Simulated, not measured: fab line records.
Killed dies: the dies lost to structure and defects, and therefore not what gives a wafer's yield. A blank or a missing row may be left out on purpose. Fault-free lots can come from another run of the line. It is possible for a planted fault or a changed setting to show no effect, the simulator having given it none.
A struck lot beside a sound one | flow sky130 | 23 steps out of a route of 708
Sound: these wafers, L745.3, L745.4, L745.6. Struck: wafer L736.4. (L736.2, L736.6 of the same lot were not struck and are left out.) The cause comes at the end.
Order at every step that has rows: each side's tool, ch and its chambers, its first start. Under that, the readings that differ: sound wafers | struck wafers | difference of the means | sigmas: that difference in standard deviations of wafers without a fault.
alike: words and numbers the same on both sides, and readings whose means are apart by under 2 such deviations; not compared: readings that were withheld, readings missing a value for some wafer, numbers with overlapping values and no deviation given by the record, and bounds like >300 which may hide the same value.
Wherever a step has rows on one side only, a row that says differs or no value, or a row with sigmas, the two part there. Numbers that don't overlap but have no deviation are shown without sigmas and don't part them. Lack of a reading on every wafer of one side parts them only where that side has two or more wafers.

first, 1 step without rows for these wafers: SKY_CAPM_DEVELOP_11 (develop time 60 s).
SKY_CAPM_OVL_MEAS_12:
  sound on overlay-01 at day 42 10:32; struck on overlay-01 at day 39 11:02
  alike: CAPM_OVL
SKY_CAPM_METAL_ETCH_13: etches TiN in Cl2/BCl3, stops on SiO2, target depth 220 nm, time 62.9 s.
  sound on rieMetal-03 ch 0,1, day 42 10:35; struck on rieMetal-01 ch 0, day 39 11:05
  alike: drypumpMotorCurrentA, oesProductAu, throttleValvePct
  not compared: rfHoursCounterH
SKY_CAPM_STRIP_14: strips in O2/N2.
  sound on plasmaAsher-01 ch 0,1, day 42 10:40; struck on plasmaAsher-04 ch 1, day 39 11:13
reading             | sound             | struck | difference | sigmas
oesProductAu (a.u.) | 0.711 0.715 0.705 | 0.720  | +0.010     | +2
  alike: drypumpMotorCurrentA, stripTimeToEndpointS
  not compared: rfHoursCounterH
then, 8 steps without rows for these wafers: SKY_CAPM_STRIP_15 (strips in post etch residue remover, time 1200 s); SKY_CAPM_CLEAN_16 (cleans in IPA, time 180 s); SKY_CAPM_CLEAN_17 (cleans in O3/DIW); SKY_METAL3_DEHYDRATE_05 (time 60 s); SKY_METAL3_HMDS_06 (prime time 60 s); SKY_METAL3_COAT_07 (resist thk 60 nm); SKY_METAL3_COAT_08 (resist thk 1140 nm); SKY_METAL3_SOFTBAKE_09 (time 90 s).
SKY_METAL3_EXPOSE_10: exposes mask MM3, target cd 300 nm.
  sound on krfScanner-02 ch 0, day 42 22:16; struck on krfScanner-02 ch 0, day 40 00:50
  alike: mask
then, 2 steps without rows for these wafers: SKY_METAL3_PEB_11; SKY_METAL3_DEVELOP_12 (develop time 60 s).
SKY_METAL3_CD_MEAS_13: target cd 300 nm.
  sound on cdSem-02 at day 43 10:30; struck on cdSem-02 at day 40 12:47
reading   | sound             | struck | difference | sigmas
cdNm (nm) | 299.7 300.0 299.7 | 286.0  | -13.8      | -10
SKY_METAL3_OVL_MEAS_14:
  sound on overlay-01 at day 43 10:36; struck on overlay-02 at day 40 12:53
reading         | sound   | struck | difference | sigmas
METAL3_OVL (nm) | 12 8 14 | -2     | -13        | -3
SKY_METAL3_DESCUM_15: chemistry O2, time 8 s.
  sound on rieMetal-01 ch 0,1, day 43 10:38; struck on rieMetal-04 ch 1, day 40 12:56
reading                  | sound             | struck | difference | sigmas
drypumpMotorCurrentA (A) | 5.62 5.06 5.63    | 6.02   | +0.58      | +2
model.METAL3.cdNm (nm)   | 299.3 298.8 299.5 | 285.7  | -13.5      | 
  alike: oesProductAu
  not compared: rfHoursCounterH
SKY_METAL3_ETCH_16: etches BARC in N2/H2, stops on SiO2, time 88.2 s, target depth 60 nm.
  sound on rieMetal-01 ch 0,1, day 43 10:41; struck on rieMetal-04 ch 1, day 40 13:01
reading                  | sound          | struck | difference | sigmas
drypumpMotorCurrentA (A) | 5.65 5.08 5.62 | 6.07   | +0.62      | +2
  alike: oesProductAu, throttleValvePct
  not compared: rfHoursCounterH
SKY_METAL3_ETCH_17: etches SiO2 in C4F8/O2/Ar, stops on TiN, time 3.9 s, target depth 15 nm.
  sound on rieDiel-03 ch 0,1,2, day 43 10:45; struck on rieDiel-02 ch 2, day 40 13:11
  alike: oesProductAu
  not compared: rfHoursCounterH
SKY_METAL3_METAL_ETCH_18: etches the open film in Cl2/BCl3, stops on SiO2, target depth 845 nm, time 183.1 s.
  sound on rieMetal-04 ch 0,1, day 43 10:50; struck on rieMetal-03 ch 0, day 40 13:12
reading                | sound             | struck | difference | sigmas
model.METAL3.cdNm (nm) | 301.3 304.3 304.4 | 283.9  | -19.4      | 
  alike: drypumpMotorCurrentA, oesProductAu, throttleValvePct
  not compared: rfHoursCounterH
SKY_METAL3_STRIP_19: strips in O2/N2.
  sound on plasmaAsher-04 ch 0,1, day 43 10:59; struck on plasmaAsher-02 ch 0, day 40 13:23
  alike: drypumpMotorCurrentA, oesProductAu, stripTimeToEndpointS
  not compared: rfHoursCounterH
-- the record jumps here: 7 days lie between the struck wafers' starts before and after (it left off in module METAL3 and takes up again in module PAD_OPEN, whose first step shown is number 708 of the route) --
SKY_PAD_OPEN_PROBE_99:
  sound on prober-02 at day 49 20:08; struck on prober-02 at day 47 12:51
reading                       | sound                | struck | difference | sigmas
model.etest.met3.widthNm (nm) | 301 303 307.1        | 284.2  | -19.5      | 
model.etest.met3.lineOhmUm    | 0.1423 0.1377 0.1392 | 0.1533 | +0.0136    | 

== WHERE THEY PART ==
First at SKY_CAPM_STRIP_14; last, within this record, at SKY_METAL3_ETCH_16. Later steps at which nothing parts them and some readings are alike: SKY_METAL3_ETCH_17, SKY_METAL3_METAL_ETCH_18, SKY_METAL3_STRIP_19.

WHY: what the simulator had put in
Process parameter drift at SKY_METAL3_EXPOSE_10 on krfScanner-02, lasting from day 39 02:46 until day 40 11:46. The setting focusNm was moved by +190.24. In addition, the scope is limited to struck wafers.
